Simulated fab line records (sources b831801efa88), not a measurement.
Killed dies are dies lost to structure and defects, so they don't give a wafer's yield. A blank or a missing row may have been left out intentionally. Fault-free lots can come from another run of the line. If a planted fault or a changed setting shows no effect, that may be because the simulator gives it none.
A single fault, viewed from 2 desks | flow gf180mcu | what lay behind the numbers comes last; until then each desk has only its own

## THE METROLOGY DESK
Means of the sampled wafers that have a number, per lot and without regard to the tool the lot ran on: this is what the gauges read. The brackets show how far a lot's mean lies from the usual mean; more than 4 standard deviations puts the lot out of limits, marked OUT.
Columns: A = PASSIVATION_BOW at GF_PASSIVATION_BOW_MEAS_14, usual 133 um
lot  | first seen here | A
L510 | day 29 04:38    | 120
L511 | day 29 13:36    | 148
L512 | day 29 17:17    | 140
L514 | day 30 12:19    | 135
L515 | day 30 19:59    | 141
L520 | day 32 02:08    | 153
L521 | day 32 11:31    | 122
L524 | day 33 05:44    | 134
L526 | day 33 16:43    | 134
L527 | day 33 19:41    | 128
L528 | day 34 04:16    | 127
L530 | day 34 12:49    | 133
L533 | day 35 01:34    | 123
This desk's verdict: no lot among the 13 shows anything out of limits.

## AT THE TOOL OWNER'S DESK: cvd_w-01
The tool's own readings at GF_V5_CVD_23 (deposits W, target thk 350 nm, time 104.9 s): means of the sampled wafers that have a number, for each lot that ran on this tool. The brackets show how far a lot's mean lies from the usual mean; more than 4 standard deviations puts the lot out of limits, marked OUT.
Columns: A = heater_power_w at GF_V5_CVD_23, usual 899 W
lot  | first seen here | A
L510 | day 27 09:41    | 1076
L520 | day 30 11:16    | 1018
L524 | day 31 19:18    | 1011
L527 | day 32 07:03    | 1020
L528 | day 32 16:08    | 962
This desk's verdict: no lot among the 5 shows anything out of limits.

## ALL TOGETHER
From the metrology desk's view, nothing was out of limits.
The tool owner's desk saw nothing out of limits.

## WHAT THE SIMULATOR HAD PUT IN
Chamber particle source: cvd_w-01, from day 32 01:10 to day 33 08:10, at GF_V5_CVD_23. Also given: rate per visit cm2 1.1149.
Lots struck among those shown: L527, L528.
